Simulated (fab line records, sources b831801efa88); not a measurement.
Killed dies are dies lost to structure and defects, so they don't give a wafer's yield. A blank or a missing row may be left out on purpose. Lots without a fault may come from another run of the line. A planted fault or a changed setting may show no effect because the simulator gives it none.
Which tool did it? | flow sky130 | 9 lots, 27 wafers sampled, at 5 steps of a route of 708

WHAT THE GAUGES READ, wafer by wafer
SKY_CAP2M_RS_MEAS_03: measures by four-point-probe. Usual: CAP2M_TIN_RS 6.90 ohm/sq, standard deviation 0.052.
lot  | measured     | on            | CAP2M_TIN_RS (ohm/sq) | flag
L501 | day 39 18:58 | film_metro-01 | 6.88 6.88 6.86        |
L508 | day 42 08:22 | film_metro-03 | 6.92 6.87 6.89        |
L509 | day 42 09:20 | film_metro-04 | 6.82 6.91 6.87        |
L510 | day 42 18:03 | film_metro-04 | 7.03 6.95 6.94        |
L514 | day 43 21:24 | film_metro-03 | 6.83 6.90 6.91        |
L515 | day 44 04:43 | film_metro-03 | 6.89 6.85 6.91        |
L517 | day 45 09:09 | film_metro-03 | 6.88 6.97 6.98        |
L520 | day 45 11:04 | film_metro-03 | 6.92 6.91 6.86        |
L521 | day 45 19:34 | film_metro-03 | 6.84 6.81 6.84        |

SKY_METAL5_RS_MEAS_05: measures by four-point-probe. Usual: METAL5_ALCU_RS 0.0272 ohm/sq, standard deviation 0.0003.
lot  | measured     | on            | METAL5_ALCU_RS (ohm/sq)                   | flag
L501 | day 42 21:45 | film_metro-02 | 0.0272 0.0269 0.0274                      |
L508 | day 45 07:24 | film_metro-04 | 0.0275 0.0275 0.0273 0.0275 0.0275 0.0273 |
L509 | day 45 07:44 | film_metro-03 | 0.0276 0.0280 0.0276 0.0275 0.0280 0.0276 |
L510 | day 45 14:40 | film_metro-04 | 0.0273 0.0277 0.0274 0.0274 0.0278 0.0274 |
L514 | day 46 16:32 | film_metro-03 | 0.0274 0.0272 0.0270                      |
L515 | day 47 00:37 | film_metro-03 | 0.0268 0.0267 0.0267                      |
L517 | day 48 02:33 | film_metro-03 | 0.0269 0.0272 0.0270                      |
L520 | day 48 04:39 | film_metro-04 | 0.0272 0.0277 0.0279                      |
L521 | day 48 10:16 | film_metro-02 | 0.0269 0.0267 0.0268                      |

SKY_METAL5_THK_MEAS_06: measures by xrf. Usual: METAL5_ALCU_THK 1130 nm, standard deviation 15.
lot  | measured     | on            | METAL5_ALCU_THK (nm)          | flag
L501 | day 42 21:52 | film_metro-02 | 1125 1140 1115                |
L508 | day 45 13:29 | film_metro-04 | 1306 1307 1326 1309 1307 1320 | OFF
L509 | day 45 11:53 | film_metro-03 | 1313 1285 1313 1317 1294 1311 | OFF
L510 | day 45 19:13 | film_metro-04 | 1311 1292 1314 1310 1292 1320 | OFF
L514 | day 46 16:39 | film_metro-03 | 1121 1138 1147                |
L515 | day 47 00:43 | film_metro-03 | 1155 1161 1152                |
L517 | day 48 02:40 | film_metro-03 | 1140 1131 1135                |
L520 | day 48 04:46 | film_metro-04 | 1118 1096 1089                |
L521 | day 48 10:23 | film_metro-02 | 1149 1158 1152                |

WHICH TOOL RAN EACH LOT (tool, then ch and the chambers of the sampled wafers, then the start)
lot  | SKY_VIA4_SPUTTER_17          | SKY_METAL5_SPUTTER_04
L501 | pvd_sputter-04, day 42 20:53 | pvd_sputter-03, day 42 21:42
L508 | pvd_sputter-03, day 45 06:32 | pvd_sputter-02, day 45 07:21
L509 | pvd_sputter-01, day 45 06:53 | pvd_sputter-03, day 45 07:41
L510 | pvd_sputter-04, day 45 13:48 | pvd_sputter-03, day 45 14:37
L514 | pvd_sputter-01, day 46 15:40 | pvd_sputter-03, day 46 16:29
L515 | pvd_sputter-03, day 46 23:43 | pvd_sputter-02, day 47 00:31
L517 | pvd_sputter-04, day 48 00:21 | pvd_sputter-02, day 48 02:29
L520 | pvd_sputter-04, day 48 02:50 | pvd_sputter-03, day 48 04:35
L521 | pvd_sputter-01, day 48 09:24 | pvd_sputter-02, day 48 10:13
- SKY_VIA4_SPUTTER_17: material TiN, target thk 20 nm, time 80 s.
- SKY_METAL5_SPUTTER_04: material TiN, target thk 70 nm, time 58.3 s.

WHAT THE TOOLS THEMSELVES READ (means of the sampled wafers that have a number; where no wafer has one, the mark that the record gives instead)
SKY_VIA4_SPUTTER_17. Usual: cathode_dc_power_W 4000.0 W, standard deviation 0.73; chamber_pressure_pa 5.001 Pa, standard deviation 0.0096; throttle_valve_pct 30.5 %, standard deviation 0.66.
lot  | tool           | cathode_dc_power_W (W) | chamber_pressure_pa (Pa) | throttle_valve_pct (%) | flag
L501 | pvd_sputter-04 | 3999.7                 | 5.005                    | 30.7                   |
L508 | pvd_sputter-03 | 3999.9                 | 5.005                    | 29.5                   |
L509 | pvd_sputter-01 | 3998.9                 | 5.000                    | 30.2                   |
L510 | pvd_sputter-04 | 4000.2                 | 5.006                    | 30.8                   |
L514 | pvd_sputter-01 | 4000.2                 | 4.990                    | 30.4                   |
L515 | pvd_sputter-03 | 4000.3                 | 5.005                    | 29.8                   |
L517 | pvd_sputter-04 | 3999.8                 | 5.003                    | 31.0                   |
L520 | pvd_sputter-04 | 3999.7                 | 5.003                    | 30.6                   |
L521 | pvd_sputter-01 | 4000.0                 | 5.003                    | 30.5                   |

SKY_METAL5_SPUTTER_04. Usual: cathode_dc_power_W 6500.0 W, standard deviation 1.2; chamber_pressure_pa 0.3999 Pa, standard deviation 0.00084; throttle_valve_pct 29.8 %, standard deviation 0.74.
lot  | tool           | cathode_dc_power_W (W) | chamber_pressure_pa (Pa) | throttle_valve_pct (%) | flag
L501 | pvd_sputter-03 | 6500.6                 | 0.3994                   | 30.0                   |
L508 | pvd_sputter-02 | -                      | -                        | -                      | OFF
L509 | pvd_sputter-03 | -                      | -                        | -                      | OFF
L510 | pvd_sputter-03 | -                      | -                        | -                      | OFF
L514 | pvd_sputter-03 | 6501.1                 | 0.3996                   | 30.1                   |
L515 | pvd_sputter-02 | 6499.0                 | 0.3993                   | 29.0                   |
L517 | pvd_sputter-02 | 6499.4                 | 0.3995                   | 29.2                   |
L520 | pvd_sputter-03 | 6500.4                 | 0.3993                   | 29.9                   |
L521 | pvd_sputter-02 | 6499.0                 | 0.4001                   | 29.0                   |

THE ANSWER, worked out from the rows above alone
Rule: a lot is off if the mean of its wafers that have a number lies more than 3 standard deviations from the usual mean. A lot without any number at a reading at which 4 lots or more have one is off too. The other lots that the step has rows for count as sound. The gauges are gone through in route order, then the tools' own readings, and for those a lot's mean is taken as printed above. The first step at which some lot is off is used, and at that step the reading that is off furthest; a lot without a number counts as furthest.
Off: L508, L509, L510, at SKY_METAL5_THK_MEAS_06 (METAL5_ALCU_THK).
A tool fits if, at a process step before that reading, it ran every lot that is off, and no sound lot after the first of them. The gauges at SKY_METAL5_THK_MEAS_06 aren't tried: what is off there is off at SKY_METAL5_SPUTTER_04 too, on other tools, and a gauge's error can't cause that. None of those tried fits.

WHAT THE SIMULATOR HAD PUT IN
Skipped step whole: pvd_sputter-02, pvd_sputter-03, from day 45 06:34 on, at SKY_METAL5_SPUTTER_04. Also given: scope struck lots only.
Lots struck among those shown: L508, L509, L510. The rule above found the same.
